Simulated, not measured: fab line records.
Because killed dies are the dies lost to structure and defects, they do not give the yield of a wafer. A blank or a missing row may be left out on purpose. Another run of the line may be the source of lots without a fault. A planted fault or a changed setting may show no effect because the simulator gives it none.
One fault seen from 2 desks -- flow sky130 -- every desk sees just its own numbers, and what lay behind them comes last

FOR THE TOOL OWNER'S DESK: litho-track-03
Per lot that ran on this tool, the mean of the sampled wafers carrying a number, from the tool's own readings at SKY_GATE_OXIDE_SOFTBAKE_06 (time 60 s). The brackets show how far a lot's mean lies from the usual mean; more than 4 standard deviations puts the lot out of limits, marked OUT.
Columns: A = exhaust-pa at SKY_GATE_OXIDE_SOFTBAKE_06, usual 44.8 Pa; B = heater-power-total-W at SKY_GATE_OXIDE_SOFTBAKE_06, usual 56.59 W; C = run-length-s at SKY_GATE_OXIDE_SOFTBAKE_06, usual 89.1 s
lot,first seen here,A,B,C
L105,day 13 20:22,45.2,56.57,89.4
L106,day 14 06:04,44.7,56.53,89.5
L110,day 15 10:19,45.0,60.32 (+85) OUT,78.6 (-33) OUT
L111,day 16 06:34,44.9,60.31 (+85) OUT,78.4 (-33) OUT
L121,day 19 14:16,45.5,56.57,89.4
L123,day 20 04:30,44.7,56.55,89.4
L124,day 21 04:58,44.4,56.54,89.3
Finding of this desk: L110, L111 out of limits; the first was L110 at day 15 10:19, on heater-power-total-W at SKY_GATE_OXIDE_SOFTBAKE_06. Within limits: L105, L106, L121, L123, L124.

AT THE METROLOGY DESK
What the gauges read for every lot (on any tool): the sampled wafers with a number, averaged. The brackets show how far a lot's mean lies from the usual mean; more than 4 standard deviations puts the lot out of limits, marked OUT.
Columns: A = VT_ADJUST_PCH_TW at SKY_VT_ADJUST_PCH_TW_MEAS_10, usual 141.4; B = SONOS_ONO_OXIDATION_THK at SKY_SONOS_ONO_THK_MEAS_01, usual 2.61 nm
lot,first seen here,A,B
L105,day 11 00:13,142.1,2.59
L106,day 11 07:23,141.6,2.66
L108,day 11 19:58,141.9,2.59
L110,day 12 09:01,142.2,2.62
L111,day 13 02:14,142.6,2.63
L112,day 13 20:13,140.0,2.66
L119,day 15 13:01,141.3,2.58
L120,day 15 16:22,141.5,2.54
L121,day 16 04:04,140.8,2.62
L123,day 16 20:20,141.5,2.56
L124,day 17 03:44,141.8,2.63
L126,day 17 15:35,141.4,2.64
L127,day 18 04:29,140.8,2.65
This desk's verdict: no lot among the 13 shows anything out of limits.

ALL TOGETHER
The tool owner's desk had the chance to raise an alarm at day 15 10:19 on L110, L111.
From the metrology desk's view, nothing was out of limits.
The metrology desk has L110, L111 on record, within its limits.
All the named lots went through SKY_GATE_OXIDE_SOFTBAKE_06 on litho-track-03.

WHAT THE SIMULATOR HAD INSERTED
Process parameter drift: litho-track-03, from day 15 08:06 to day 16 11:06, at SKY_GATE_OXIDE_SOFTBAKE_06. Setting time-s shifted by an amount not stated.
Lots struck among those shown: L110, L111.
Each desk's first reading out of limits, in hours after the fault started: the tool owner's desk, 2.
